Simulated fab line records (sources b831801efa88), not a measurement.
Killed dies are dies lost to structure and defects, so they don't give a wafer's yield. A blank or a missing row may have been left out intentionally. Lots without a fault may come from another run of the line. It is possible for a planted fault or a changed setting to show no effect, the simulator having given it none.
Matching of chambers -- flow gf180mcu -- 4 sister chambers for GF_CONTACT_CMP_27 on cmp-01
The step polishes, stops on SiO2, t overpolish 15 s, target thk 0 nm. 7 wafers are shown with their chamber, then 8 later ones without.

## WAFERS WITH THEIR CHAMBER
wafer,chamber,motor current A (A),time to endpoint s (s)
L440.1,0,11.3,77
L443.2,1,11.3,71
L444.2,2,10.5,71
L445.2,3,10.4,76
L445.3,1,11.1,75
L445.5,3,10.0,76
L446.2,2,11.3,72

## WAFERS WITH NO CHAMBER GIVEN
wafer,motor current A (A),time to endpoint s (s)
L446.4,11.6,74
L446.5,11.5,78
L449.1,10.8,78
L449.3,10.3,79
L449.5,12.0,80
L451.2,10.3,73
L451.4,11.2,75
L451.6,10.6,74

## EACH ONE'S CHAMBER
wafer,from the rows above,in truth
L446.4,can't be placed: 1 or 0 or 2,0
L446.5,0,0
L449.1,can't be placed: 0 or 3 or 1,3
L449.3,can't be placed: 3 or 0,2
L449.5,0,0
L451.2,can't be placed: 3 or 2 or 1 or 0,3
L451.4,can't be placed: 1 or 0 or 2 or 3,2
L451.6,can't be placed: 3 or 2 or 1 or 0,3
Correctly placed: 2 of 8. Unplaceable from these rows: 6, with the true chamber sitting among the candidates in 5. 0 placed wrongly.
How it was worked out, from the rows above alone: a wafer's distance from a chamber is the root of the sum, over the readings, of the square of ((its reading less the chamber's mean) divided by the reading's scatter). If the next closest chamber is less than 2 further off than the closest, the wafer can't be placed; otherwise it belongs to the closest. For every chamber, the mean is computed from those of its wafers that are shown. How the scatter is found: for the shown wafers, subtract from each reading the mean of its chamber, square and add these, divide the total by (wafers less chambers), then take the root.
